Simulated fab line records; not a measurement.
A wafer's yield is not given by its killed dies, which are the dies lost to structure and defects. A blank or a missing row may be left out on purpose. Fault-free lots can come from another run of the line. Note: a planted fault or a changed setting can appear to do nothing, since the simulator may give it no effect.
A struck lot beside a sound one    flow sky130    15 out of 708 route steps
Sound: the wafers L966.1, L966.4, L966.6. Struck: wafers L962.3, L962.4, L962.6. The cause is given at the end.
Each step with rows lists, per side, the tool, then ch with its chambers, then its first start. Under that, the readings that differ: sound wafers    struck wafers    difference of the means    sigmas: that difference in standard deviations of wafers without a fault.
alike: a reading whose means differ by less than 2 such deviations, as well as words and numbers matching on both sides. not compared: withheld readings; readings where some wafer has no value; bounds like >300 that might hide an equal value; numbers whose values overlap and for which the record gives no deviation.
A row with sigmas, a row that says differs or no value, or rows on one side alone: a step with any of these is where the two part. Numbers that have no deviation but don't overlap get no sigmas and don't part them. A reading that every wafer of one side lacks parts them only if that side has two wafers or more.

first, 4 steps without rows for these wafers: SKY_LDD_HVN_SOFTBAKE_03 (time 60 s); SKY_LDD_HVN_EXPOSE_04 (exposes mask HVNTM, target cd 700 nm); SKY_LDD_HVN_PEB_05; SKY_LDD_HVN_DEVELOP_06 (develop time 60 s).
SKY_LDD_HVN_OVL_MEAS_07:
  sound on overlay-01, day 25 15:38; struck on overlay-01, day 24 05:49
  alike: LDD_HVN_OVL
next, for these wafers, 1 step has no rows: SKY_LDD_HVN_IMPLANT_08.
SKY_LDD_HVN_STRIP_09: strips in O2/N2.
  sound on plasma_asher-03 ch 0,1, day 25 15:50; struck on plasma_asher-02 ch 0,1, day 24 06:02
  alike: drypump_motor_current_A, oes_product_au, strip_time_to_endpoint_s
  not compared: rf_hours_counter_h
SKY_LDD_HVN_TW_MEAS_10:
  sound on film_metro-01, day 25 15:56; struck on film_metro-01, day 24 06:07
  alike: LDD_HVN_TW
then, 4 steps without rows for these wafers: SKY_LDD_HVP_DEHYDRATE_00 (time 60 s); SKY_LDD_HVP_HMDS_01 (prime time 60 s); SKY_LDD_HVP_COAT_02 (resist thk 300 nm); SKY_LDD_HVP_SOFTBAKE_03 (time 60 s).
SKY_LDD_HVP_EXPOSE_04: exposes mask HVPTM, target cd 700 nm.
  sound on iline_stepper-02 ch 0, day 26 06:26; struck on iline_stepper-01 ch 0, day 24 21:13
reading               sound              struck             difference  sigmas
exposure_dose_mJ_cm2  85.98 86.03 86.10  89.91 89.70 89.69  +3.73       +43
  alike: mask, stage_vel_mm_s
next, for these wafers, 1 step has no rows: SKY_LDD_HVP_PEB_05.
-- record jumps: 24 days separate the struck wafers' starts on either side; left off in module LDD_HVP, taken up again in module PAD_OPEN, whose first shown step is the route's number 708 --
SKY_PAD_OPEN_PROBE_99:
  sound on prober-02, day 49 03:53; struck on prober-02, day 48 13:08
  alike: killed_at_M0_to_M3, killed_at_M4_up, killed_at_contacts, killed_at_front_end, killed_at_other, killed_dies, killed_open, killed_short

## WHERE THEY PART
Only at SKY_LDD_HVP_EXPOSE_04, within this record. Later steps at which nothing parts them and some readings are alike: SKY_PAD_OPEN_PROBE_99.

WHY: what had been put in by the simulator
Drift in process parameters on iline_stepper-01 at SKY_LDD_HVP_EXPOSE_04, starting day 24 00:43. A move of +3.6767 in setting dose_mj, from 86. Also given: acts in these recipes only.
